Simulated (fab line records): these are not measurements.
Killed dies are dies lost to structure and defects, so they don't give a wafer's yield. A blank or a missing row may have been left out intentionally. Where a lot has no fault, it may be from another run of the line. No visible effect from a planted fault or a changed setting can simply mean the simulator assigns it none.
Which of the tools did it? :: flow sky130 :: 13 lots with 38 wafers sampled at 5 steps, on a route of 708 steps

## WHAT THE GAUGES SHOWED, per wafer
The record holds no reading of a measuring or inspecting step that can be judged against a usual standard deviation.

## WHAT TOOL EACH LOT RAN ON (gives the tool, then ch and the chambers of the sampled wafers, and finally the start)
lot: L210
SKY_GATE_OXIDE_OXIDATION_16: furnace-02 ch 0, day 13 19:14
SKY_VIA4_SPUTTER_17: pvd-sputter-02, day 43 09:29
SKY_VIA4_CVD_18: cvd-w-01 ch 0,1, day 43 09:36
SKY_VIA4_CMP_21: cmp-02 ch 0,2,3, day 43 09:59
SKY_PAD_OPEN_PROBE_99: prober-01, day 46 07:22

lot: L212
SKY_GATE_OXIDE_OXIDATION_16: furnace-01 ch 0, day 14 16:05
SKY_VIA4_SPUTTER_17: pvd-sputter-03, day 43 19:04
SKY_VIA4_CVD_18: cvd-w-02 ch 0,1, day 43 19:10
SKY_VIA4_CMP_21: cmp-02 ch 2,3, day 43 19:30
SKY_PAD_OPEN_PROBE_99: prober-01, day 46 15:47

lot: L213
SKY_GATE_OXIDE_OXIDATION_16: furnace-01 ch 0, day 15 00:27
SKY_VIA4_SPUTTER_17: pvd-sputter-03, day 43 20:35
SKY_VIA4_CVD_18: cvd-w-01 ch 0,1, day 43 20:38
SKY_VIA4_CMP_21: cmp-02 ch 1,2,3, day 43 20:58
SKY_PAD_OPEN_PROBE_99: prober-02, day 46 17:20

lot: L214
SKY_GATE_OXIDE_OXIDATION_16: furnace-02 ch 0, day 15 13:54
SKY_VIA4_SPUTTER_17: pvd-sputter-03, day 44 13:37
SKY_VIA4_CVD_18: cvd-w-01 ch 0,1, day 44 13:40
SKY_VIA4_CMP_21: cmp-02 ch 0,1, day 44 14:00
SKY_PAD_OPEN_PROBE_99: prober-01, day 47 09:35

lot: L215
SKY_GATE_OXIDE_OXIDATION_16: furnace-02 ch 0, day 15 20:46
SKY_VIA4_SPUTTER_17: pvd-sputter-01, day 44 23:11
SKY_VIA4_CVD_18: cvd-w-01 ch 0,1, day 44 23:15
SKY_VIA4_CMP_21: cmp-02 ch 0,2,3, day 44 23:38
SKY_PAD_OPEN_PROBE_99: prober-02, day 47 16:20

lot: L217
SKY_GATE_OXIDE_OXIDATION_16: furnace-02 ch 0, day 16 03:47
SKY_VIA4_SPUTTER_17: pvd-sputter-03, day 45 04:52
SKY_VIA4_CVD_18: cvd-w-01 ch 1, day 45 04:56
SKY_VIA4_CMP_21: cmp-02 ch 0,3, day 45 05:22
SKY_PAD_OPEN_PROBE_99: prober-02, day 47 21:25

lot: L225
SKY_GATE_OXIDE_OXIDATION_16: furnace-01 ch 0, day 19 00:28
SKY_VIA4_SPUTTER_17: pvd-sputter-03, day 47 01:18
SKY_VIA4_CVD_18: cvd-w-02 ch 0,1, day 47 01:22
SKY_VIA4_CMP_21: cmp-01 ch 1,2,3, day 47 01:42
SKY_PAD_OPEN_PROBE_99: prober-02, day 49 12:58

lot: L226
SKY_GATE_OXIDE_OXIDATION_16: furnace-01 ch 0, day 19 10:25
SKY_VIA4_SPUTTER_17: pvd-sputter-02, day 47 10:05
SKY_VIA4_CVD_18: cvd-w-02 ch 0,1, day 47 10:13
SKY_VIA4_CMP_21: cmp-01 ch 2,3, day 47 10:56
SKY_PAD_OPEN_PROBE_99: prober-01, day 49 23:13

lot: L227
SKY_GATE_OXIDE_OXIDATION_16: furnace-01 ch 0, day 19 21:25
SKY_VIA4_SPUTTER_17: pvd-sputter-03, day 48 00:11
SKY_VIA4_CVD_18: cvd-w-01 ch 0,1, day 48 00:15
SKY_VIA4_CMP_21: cmp-01 ch 1,2,3, day 48 00:35
SKY_PAD_OPEN_PROBE_99: prober-01, day 50 09:04

lot: L229
SKY_GATE_OXIDE_OXIDATION_16: furnace-02 ch 0, day 20 17:05
SKY_VIA4_SPUTTER_17: pvd-sputter-03, day 48 06:50
SKY_VIA4_CVD_18: cvd-w-02 ch 0,1, day 48 06:57
SKY_VIA4_CMP_21: cmp-01 ch 1,2, day 48 07:14
SKY_PAD_OPEN_PROBE_99: prober-02, day 50 15:34

lot: L230
SKY_GATE_OXIDE_OXIDATION_16: furnace-01 ch 0, day 20 22:17
SKY_VIA4_SPUTTER_17: pvd-sputter-02, day 48 07:47
SKY_VIA4_CVD_18: cvd-w-01 ch 0,1, day 48 07:51
SKY_VIA4_CMP_21: cmp-01 ch 0,1, day 48 08:11
SKY_PAD_OPEN_PROBE_99: prober-01, day 50 16:58

lot: L231
SKY_GATE_OXIDE_OXIDATION_16: furnace-01 ch 0, day 21 10:07
SKY_VIA4_SPUTTER_17: pvd-sputter-02, day 48 12:10
SKY_VIA4_CVD_18: cvd-w-01 ch 0,1, day 48 12:13
SKY_VIA4_CMP_21: cmp-02 ch 0,1,2, day 48 12:33
SKY_PAD_OPEN_PROBE_99: prober-02, day 50 21:01

lot: L233
SKY_GATE_OXIDE_OXIDATION_16: furnace-02 ch 0, day 21 16:51
SKY_VIA4_SPUTTER_17: pvd-sputter-02, day 48 18:32
SKY_VIA4_CVD_18: cvd-w-01 ch 0,1, day 48 18:35
SKY_VIA4_CMP_21: cmp-02 ch 1,2,3, day 48 18:55
SKY_PAD_OPEN_PROBE_99: prober-01, day 51 01:29
- SKY_GATE_OXIDE_OXIDATION_16: stabilise 600 s, purge 300 s, target thk 3.57 nm.
- SKY_VIA4_SPUTTER_17: material TiN, target thk 20 nm, time 80 s.
- SKY_VIA4_CVD_18: deposits W, target thk 505 nm, time 152.14 s.
- SKY_VIA4_CMP_21: polishes, stops on SiO2, t overpolish 25 s, target thk 0 nm.
- SKY_PAD_OPEN_PROBE_99

## WHAT THE TOOLS THEMSELVES READ (means of the sampled wafers that have a number; where no wafer has one, the mark that the record gives instead)
SKY_GATE_OXIDE_OXIDATION_16.
lot: L210
tool: furnace-02
ramp-up-c-per-min: 10.0002
zone-power-bottom-pct (%): 22.7
zone-power-top-pct (%): 31.4

lot: L212
tool: furnace-01
ramp-up-c-per-min: 9.9978
zone-power-bottom-pct (%): 20.6
zone-power-top-pct (%): 29.2

lot: L213
tool: furnace-01
ramp-up-c-per-min: 10.0018
zone-power-bottom-pct (%): 20.7
zone-power-top-pct (%): 29.1

lot: L214
tool: furnace-02
ramp-up-c-per-min: 9.9980
zone-power-bottom-pct (%): 23.0
zone-power-top-pct (%): 31.5

lot: L215
tool: furnace-02
ramp-up-c-per-min: 10.0012
zone-power-bottom-pct (%): 23.1
zone-power-top-pct (%): 31.7

lot: L217
tool: furnace-02
ramp-up-c-per-min: 9.9990
zone-power-bottom-pct (%): 22.7
zone-power-top-pct (%): 31.7

lot: L225
tool: furnace-01
ramp-up-c-per-min: 10.0005
zone-power-bottom-pct (%): 20.7
zone-power-top-pct (%): 29.1

lot: L226
tool: furnace-01
ramp-up-c-per-min: 9.9986
zone-power-bottom-pct (%): 20.7
zone-power-top-pct (%): 29.2

lot: L227
tool: furnace-01
ramp-up-c-per-min: 9.9992
zone-power-bottom-pct (%): 20.4
zone-power-top-pct (%): 29.2

lot: L229
tool: furnace-02
ramp-up-c-per-min: 9.9994
zone-power-bottom-pct (%): 23.2
zone-power-top-pct (%): 31.5

lot: L230
tool: furnace-01
ramp-up-c-per-min: 9.9991
zone-power-bottom-pct (%): 20.6
zone-power-top-pct (%): 29.1

lot: L231
tool: furnace-01
ramp-up-c-per-min: 9.9996
zone-power-bottom-pct (%): 20.5
zone-power-top-pct (%): 29.3

lot: L233
tool: furnace-02
ramp-up-c-per-min: 10.0013
zone-power-bottom-pct (%): 22.8
zone-power-top-pct (%): 31.0

SKY_VIA4_SPUTTER_17.
lot: L210
tool: pvd-sputter-02
cathode-dc-power-W (W): 4000.3
chamber-pressure-pa (Pa): 4.990
throttle-valve-pct (%): 29.5

lot: L212
tool: pvd-sputter-03
cathode-dc-power-W (W): 4000.9
chamber-pressure-pa (Pa): 4.995
throttle-valve-pct (%): 30.3

lot: L213
tool: pvd-sputter-03
cathode-dc-power-W (W): 4000.1
chamber-pressure-pa (Pa): 4.997
throttle-valve-pct (%): 30.4

lot: L214
tool: pvd-sputter-03
cathode-dc-power-W (W): 4000.4
chamber-pressure-pa (Pa): 5.003
throttle-valve-pct (%): 30.3

lot: L215
tool: pvd-sputter-01
cathode-dc-power-W (W): 3999.2
chamber-pressure-pa (Pa): 4.990
throttle-valve-pct (%): 30.4

lot: L217
tool: pvd-sputter-03
cathode-dc-power-W (W): 4000.2
chamber-pressure-pa (Pa): 5.013
throttle-valve-pct (%): 30.6

lot: L225
tool: pvd-sputter-03
cathode-dc-power-W (W): 4000.1
chamber-pressure-pa (Pa): 5.003
throttle-valve-pct (%): 30.5

lot: L226
tool: pvd-sputter-02
cathode-dc-power-W (W): 3999.6
chamber-pressure-pa (Pa): 5.000
throttle-valve-pct (%): 31.0

lot: L227
tool: pvd-sputter-03
cathode-dc-power-W (W): 3999.9
chamber-pressure-pa (Pa): 5.010
throttle-valve-pct (%): 30.3

lot: L229
tool: pvd-sputter-03
cathode-dc-power-W (W): 4000.4
chamber-pressure-pa (Pa): 4.997
throttle-valve-pct (%): 30.1

lot: L230
tool: pvd-sputter-02
cathode-dc-power-W (W): 4000.2
chamber-pressure-pa (Pa): 5.003
throttle-valve-pct (%): 30.8

lot: L231
tool: pvd-sputter-02
cathode-dc-power-W (W): 4000.1
chamber-pressure-pa (Pa): 5.005
throttle-valve-pct (%): 30.0

lot: L233
tool: pvd-sputter-02
cathode-dc-power-W (W): 3999.7
chamber-pressure-pa (Pa): 4.993
throttle-valve-pct (%): 29.6

SKY_VIA4_CVD_18.
lot: L210
tool: cvd-w-01
heater-power-w (W): 925

lot: L212
tool: cvd-w-02
heater-power-w (W): 975

lot: L213
tool: cvd-w-01
heater-power-w (W): 910

lot: L214
tool: cvd-w-01
heater-power-w (W): 924

lot: L215
tool: cvd-w-01
heater-power-w (W): 938

lot: L217
tool: cvd-w-01
heater-power-w (W): 876

lot: L225
tool: cvd-w-02
heater-power-w (W): 972

lot: L226
tool: cvd-w-02
heater-power-w (W): 971

lot: L227
tool: cvd-w-01
heater-power-w (W): 926

lot: L229
tool: cvd-w-02
heater-power-w (W): 981

lot: L230
tool: cvd-w-01
heater-power-w (W): 950

lot: L231
tool: cvd-w-01
heater-power-w (W): 907

lot: L233
tool: cvd-w-01
heater-power-w (W): 939

SKY_VIA4_CMP_21.
lot: L210
tool: cmp-02
motor-current-A (A): 11.1
overpolish-run-s (s): 25.006
time-to-endpoint-s (s): 123

lot: L212
tool: cmp-02
motor-current-A (A): 9.9
overpolish-run-s (s): 24.996
time-to-endpoint-s (s): 121

lot: L213
tool: cmp-02
motor-current-A (A): 10.8
overpolish-run-s (s): 25.000
time-to-endpoint-s (s): 125

lot: L214
tool: cmp-02
motor-current-A (A): 11.8
overpolish-run-s (s): 24.997
time-to-endpoint-s (s): 128

lot: L215
tool: cmp-02
motor-current-A (A): 10.9
overpolish-run-s (s): 25.010
time-to-endpoint-s (s): 122

lot: L217
tool: cmp-02
motor-current-A (A): 11.4
overpolish-run-s (s): 24.999
time-to-endpoint-s (s): 118

lot: L225
tool: cmp-01
motor-current-A (A): 11.3
overpolish-run-s (s): 24.996
time-to-endpoint-s (s): 125

lot: L226
tool: cmp-01
motor-current-A (A): 10.1
overpolish-run-s (s): 25.001
time-to-endpoint-s (s): 117

lot: L227
tool: cmp-01
motor-current-A (A): 11.5
overpolish-run-s (s): 25.002
time-to-endpoint-s (s): 122

lot: L229
tool: cmp-01
motor-current-A (A): 12.4
overpolish-run-s (s): 24.990
time-to-endpoint-s (s): 124

lot: L230
tool: cmp-01
motor-current-A (A): 11.5
overpolish-run-s (s): 25.005
time-to-endpoint-s (s): 127

lot: L231
tool: cmp-02
motor-current-A (A): 11.5
overpolish-run-s (s): 25.009
time-to-endpoint-s (s): 124

lot: L233
tool: cmp-02
motor-current-A (A): 10.7
overpolish-run-s (s): 25.001
time-to-endpoint-s (s): 120

SKY_PAD_OPEN_PROBE_99.
lot: L210
tool: prober-01
killed_at_M0_to_M3: 44
killed_at_M4_up: 4.7
killed-at-contacts: 22
killed-at-front-end: 16
killed-at-other: 0.7
killed-dies: 87
killed-open: 45
killed-short: 42

lot: L212
tool: prober-01
killed_at_M0_to_M3: 40
killed_at_M4_up: 2.3
killed-at-contacts: 28
killed-at-front-end: 18
killed-at-other: 0.0
killed-dies: 89
killed-open: 53
killed-short: 35

lot: L213
tool: prober-02
killed_at_M0_to_M3: 40
killed_at_M4_up: 3.0
killed-at-contacts: 21
killed-at-front-end: 14
killed-at-other: 0.0
killed-dies: 78
killed-open: 47
killed-short: 32

lot: L214
tool: prober-01
killed_at_M0_to_M3: 44
killed_at_M4_up: 3.3
killed-at-contacts: 19
killed-at-front-end: 14
killed-at-other: 0.0
killed-dies: 80
killed-open: 41
killed-short: 39

lot: L215
tool: prober-02
killed_at_M0_to_M3: 40
killed_at_M4_up: 2.3
killed-at-contacts: 23
killed-at-front-end: 15
killed-at-other: 0.3
killed-dies: 80
killed-open: 42
killed-short: 38

lot: L217
tool: prober-02
killed_at_M0_to_M3: 44
killed_at_M4_up: 4.0
killed-at-contacts: 31
killed-at-front-end: 14
killed-at-other: 1.0
killed-dies: 94
killed-open: 55
killed-short: 38

lot: L225
tool: prober-02
killed_at_M0_to_M3: 43
killed_at_M4_up: 3.7
killed-at-contacts: 26
killed-at-front-end: 14
killed-at-other: 0.7
killed-dies: 87
killed-open: 52
killed-short: 35

lot: L226
tool: prober-01
killed_at_M0_to_M3: 43
killed_at_M4_up: 5.0
killed-at-contacts: 20
killed-at-front-end: 13
killed-at-other: 0.0
killed-dies: 81
killed-open: 45
killed-short: 35

lot: L227
tool: prober-01
killed_at_M0_to_M3: 40
killed_at_M4_up: 3.3
killed-at-contacts: 24
killed-at-front-end: 14
killed-at-other: 1.0
killed-dies: 82
killed-open: 43
killed-short: 38

lot: L229
tool: prober-02
killed_at_M0_to_M3: 42
killed_at_M4_up: 1.3
killed-at-contacts: 24
killed-at-front-end: 15
killed-at-other: 0.7
killed-dies: 83
killed-open: 47
killed-short: 36

lot: L230
tool: prober-01
killed_at_M0_to_M3: 45
killed_at_M4_up: 1.0
killed-at-contacts: 21
killed-at-front-end: 12
killed-at-other: 0.0
killed-dies: 80
killed-open: 47
killed-short: 33

lot: L231
tool: prober-02
killed_at_M0_to_M3: 39
killed_at_M4_up: 2.7
killed-at-contacts: 31
killed-at-front-end: 13
killed-at-other: 0.7
killed-dies: 86
killed-open: 53
killed-short: 32

lot: L233
tool: prober-01
killed_at_M0_to_M3: 43
killed_at_M4_up: 1.7
killed-at-contacts: 23
killed-at-front-end: 20
killed-at-other: 0.3
killed-dies: 87
killed-open: 48
killed-short: 39

## THE ANSWER, worked out from the rows above alone
Rule: the lots themselves supply what counts as usual. The widest of any qualifying gaps counts: lots, ordered by their means at a reading, are off when they make up no more than a third of the lots, leave a main group of 4 or more, and stand apart from it by 3 or more times the standard deviation of that group's means. The tables above print the reading to a certain number of digits; a main group whose means all agree to those digits is not used. A lot without any number at a reading at which 4 lots or more have one is off too. All remaining lots with rows at the step are treated as sound. First the gauges in route order, then the tools' own readings, where a lot's mean is used as printed above. The first step at which some lot is off is used, and at that step the reading that is off furthest; a lot without a number counts as furthest.
None of the lots is off at any reading shown; this tells nothing.

## WHAT THE SIMULATOR HAD PUT IN
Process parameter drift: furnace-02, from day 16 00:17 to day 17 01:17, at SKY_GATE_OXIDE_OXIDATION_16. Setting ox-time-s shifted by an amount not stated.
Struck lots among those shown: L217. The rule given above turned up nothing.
